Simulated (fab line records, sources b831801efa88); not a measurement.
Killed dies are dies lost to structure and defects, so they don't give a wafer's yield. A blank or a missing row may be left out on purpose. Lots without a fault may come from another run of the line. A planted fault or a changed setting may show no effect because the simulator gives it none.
fab line records | flow sky130
record lots=5 wafers=15 last_day=50
route steps=708 shown METAL1@441
lots that met no fault: from a run of the same line without faults
start_h: hours from the record's first day to the start of the lot's first wafer shown | wait_h: hours since the lot's step before | " the same as in the row above | L1.1+2: a row that stands for several wafers | - no value, or no start given | * or withheld: withheld | < > ~ a bound
route shown NAME@n: a module of which the file shows steps, and the number in the route of the first | usual: mean/standard deviation of fault-free wafers | same: alike in all rows | chamber/n: place in a boat | sites: the reading at each site | _std_site: their standard deviation | _edge_site: outer sites' mean less inner sites' | radius_mm: how far each site lies from the wafer's centre | mask NAME#n: copy n | behind: the tool/chamber that last shaped the wafer | hold: why the lot was held/for how many hours/how that ended | device: the transistor (n, p or np) that didn't switch | end of line: the same wafers' tests at the end of the route | a step without rows: its recipe alone | killed: dies lost to structure and defects at the first sort, not the wafer's yield | map: a wafer's dies, x killed, . not, _ none there
set.NAME: the setting as run; set.NAME@STEP: as run at that earlier step | model.NAME: the simulator's own value behind a step, which no gauge read
lots at some steps of the route; a table a step, a row a wafer
services: from which hour (start_h, from the record's first day; less than 0 if before it) a tool's chamber was out of use, for how many hours, and why
## steps
# step SKY_METAL1_DEHYDRATE_07
# recipe temp_c=200 time_s=60
# usual chill_plate_temp_C=22.98/0.093
# columns lot.wafer tool chamber start_h wait_h chill_plate_temp_C
L080.1 litho_track-04 0 795.20 13.0 22.80
L080.2 " 0 " " 23.07
L080.6 " 0 " " 22.93
L084.4 litho_track-04 0 826.12 12.3 22.91
L084.5 " 0 " " 23.00
L084.6 " 0 " " 23.01
L088.1 litho_track-04 0 858.90 11.8 23.10
L088.3 " 0 " " 23.21
L088.6 " 0 " " 23.08
L096.1 litho_track-04 0 918.75 11.7 23.06
L096.4 " 0 " " 23.02
L096.6 " 0 " " 23.00
L097.1 litho_track-01 0 922.59 11.5 22.90
L097.3 " 0 " " 22.94
L097.6 " 0 " " 23.00
# step SKY_METAL1_HMDS_08
# recipe prime_time_s=60 prime_temp_c=120
# usual chill_plate_temp_C=22.97/0.12
# same prime_time_s=60
# columns lot.wafer tool chamber start_h wait_h chill_plate_temp_C
L080.1 litho_track-04 0 795.35 0.1 22.94
L080.2 " 0 " " 22.85
L080.6 " 0 " " 22.99
L084.4 litho_track-04 0 826.27 0.1 22.72
L084.5 " 0 " " 22.98
L084.6 " 0 " " 22.77
L088.1 litho_track-04 0 859.05 0.1 22.96
L088.3 " 0 " " 22.93
L088.6 " 0 " " 23.10
L096.1 litho_track-04 0 918.90 0.1 23.05
L096.4 " 0 " " 23.04
L096.6 " 0 " " 22.92
L097.1 litho_track-01 0 922.74 0.1 23.16
L097.3 " 0 " " 22.90
L097.6 " 0 " " 23.12
# step SKY_METAL1_COAT_09
# recipe resist=BARC temp_c=withheld time_s=withheld spin_rpm=3000 resist_thk_nm=60
# usual chill_plate_temp_C=*
# columns lot.wafer tool chamber start_h wait_h chill_plate_temp_C
L080.1 litho_track-04 0 795.50 0.1 *
L080.2 " 0 " " *
L080.6 " 0 " " *
L084.4 litho_track-04 0 826.42 0.1 *
L084.5 " 0 " " *
L084.6 " 0 " " *
L088.1 litho_track-04 0 859.20 0.1 *
L088.3 " 0 " " *
L088.6 " 0 " " *
L096.1 litho_track-04 0 919.05 0.1 *
L096.4 " 0 " " *
L096.6 " 0 " " *
L097.1 litho_track-01 0 922.89 0.1 *
L097.3 " 0 " " *
L097.6 " 0 " " *
# step SKY_METAL1_COAT_10
# recipe resist=KrF-thick spin_rpm=3000 resist_thk_nm=450
# usual chill_plate_temp_C=23.00/0.12
# columns lot.wafer tool chamber start_h wait_h chill_plate_temp_C
L080.1 litho_track-04 0 - - 23.18
L080.2 " 0 " " 23.15
L080.6 " 0 " " 23.04
L084.4 litho_track-04 0 - - 23.04
L084.5 " 0 " " 23.04
L084.6 " 0 " " 22.91
L088.1 litho_track-04 0 - - 23.04
L088.3 " 0 " " 23.19
L088.6 " 0 " " 23.07
L096.1 litho_track-04 0 - - 22.95
L096.4 " 0 " " 23.02
L096.6 " 0 " " 22.87
L097.1 litho_track-01 0 - - 23.10
L097.3 " 0 " " 23.03
L097.6 " 0 " " 23.10
# step SKY_METAL1_SOFTBAKE_11
# recipe temp_c=100 time_s=90 resist=KrF-thick
# usual chill_plate_temp_C=23.00/0.09
# columns lot.wafer tool chamber start_h wait_h chill_plate_temp_C
L080.1 litho_track-04 0 - - 22.77
L080.2 " 0 " " 22.98
L080.6 " 0 " " 22.98
L084.4 litho_track-04 0 - - 22.93
L084.5 " 0 " " 22.89
L084.6 " 0 " " 22.89
L088.1 litho_track-04 0 - - 23.04
L088.3 " 0 " " 23.22
L088.6 " 0 " " 22.97
L096.1 litho_track-04 0 - - 22.84
L096.4 " 0 " " 23.01
L096.6 " 0 " " 22.99
L097.1 litho_track-01 0 - - 23.08
L097.3 " 0 " " 23.00
L097.6 " 0 " " 23.02
# step SKY_METAL1_EXPOSE_12
# recipe mask_id=MM1 na=0.8 source_shape=annular sigma_inner=0.55 sigma_outer=0.85 target_cd_nm=140 dose_mj=28
# same sigma_inner=0.55
# columns lot.wafer tool chamber start_h wait_h mask
L080.1+2+6 krf_scanner-01 0 - - MM1#0
L084.4+5+6 krf_scanner-01 0 - - MM1#0
L088.1+3+6 krf_scanner-01 0 - - MM1#0
L096.1+4+6 krf_scanner-02 0 - - MM1#0
L097.1+3+6 krf_scanner-01 0 - - MM1#0
# step SKY_METAL1_PEB_13
# recipe peb_temp_c=withheld peb_time_s=withheld resist=KrF-thick
# usual chill_plate_temp_C=*
# columns lot.wafer tool chamber start_h wait_h chill_plate_temp_C
L080.1 litho_track-03 0 - - *
L080.2 " 0 " " *
L080.6 " 0 " " *
L084.4 litho_track-01 0 - - *
L084.5 " 0 " " *
L084.6 " 0 " " *
L088.1 litho_track-03 0 - - *
L088.3 " 0 " " *
L088.6 " 0 " " *
L096.1 litho_track-01 0 - - *
L096.4 " 0 " " *
L096.6 " 0 " " *
L097.1 litho_track-04 0 - - *
L097.3 " 0 " " *
L097.6 " 0 " " *
# step SKY_METAL1_DEVELOP_14
# recipe develop_time_s=60 resist=KrF-thick dev_temp_c=21
# usual chill_plate_temp_C=23.00/0.1 developer_temp_C=20.99/0.1
# columns lot.wafer tool chamber start_h wait_h chill_plate_temp_C developer_temp_C
L080.1 litho_track-03 0 - - 22.95 21.07
L080.2 " 0 " " 23.04 20.96
L080.6 " 0 " " 22.86 20.90
L084.4 litho_track-01 0 - - 22.92 21.06
L084.5 " 0 " " 22.94 20.87
L084.6 " 0 " " 22.92 20.90
L088.1 litho_track-03 0 - - 23.06 20.93
L088.3 " 0 " " 22.89 20.91
L088.6 " 0 " " 22.99 21.22
L096.1 litho_track-01 0 - - 23.11 20.99
L096.4 " 0 " " 22.97 20.96
L096.6 " 0 " " 23.03 21.03
L097.1 litho_track-04 0 - - 22.90 20.89
L097.3 " 0 " " 23.00 21.07
L097.6 " 0 " " 22.85 20.98
# step SKY_METAL1_CD_MEAS_15
# recipe target_cd_nm=140
# usual cd_nm=139.9/1.7
# columns lot.wafer tool chamber start_h wait_h cd_nm
L080.1 cd_sem-01 - 808.35 - 142.2
L080.2 " - " " 140.9
L080.6 " - " " 140.1
L084.4 cd_sem-02 - 839.90 - 138.0
L084.5 " - " " 138.7
L084.6 " - " " 138.6
L088.1 cd_sem-01 - 872.50 - 142.4
L088.3 " - " " 141.6
L088.6 " - " " 140.9
L096.1 cd_sem-01 - 931.89 - 138.5
L096.4 " - " " 138.3
L096.6 " - " " 139.6
L097.1 cd_sem-02 - 935.25 - 142.0
L097.3 " - " " 140.1
L097.6 " - " " 142.5
# step SKY_METAL1_OVL_MEAS_16
# usual METAL1_OVL=0/5.9
# columns lot.wafer tool chamber start_h wait_h METAL1_OVL[nm]
L080.1 overlay-02 - 808.47 0.1 -2
L080.2 " - " " -3
L080.6 " - " " 0
L084.4 overlay-02 - 839.98 0.1 9
L084.5 " - " " -4
L084.6 " - " " 2
L088.1 overlay-02 - 872.62 0.1 -6
L088.3 " - " " -5
L088.6 " - " " -4
L096.1 overlay-02 - 932.01 0.1 4
L096.4 " - " " 0
L096.6 " - " " -8
L097.1 overlay-01 - 935.37 0.1 2
L097.3 " - " " 0
L097.6 " - " " -6
## services
# columns tool chamber start_h hours kind
krf_scanner-01 - 773.26 4.0 pm
krf_scanner-01 0 794.60 - calibration
krf_scanner-02 - 795.23 1.0 pm
krf_scanner-02 - 805.45 0.6 repair
krf_scanner-02 0 810.21 - calibration
krf_scanner-02 - 827.69 1.3 pm
krf_scanner-01 - 877.77 0.8 pm
krf_scanner-01 - 905.11 1.0 pm
krf_scanner-01 - 918.31 1.3 pm
krf_scanner-02 - 919.67 0.8 pm
litho_track-01 - 925.11 - consumable_replace:filter
## key
fault none
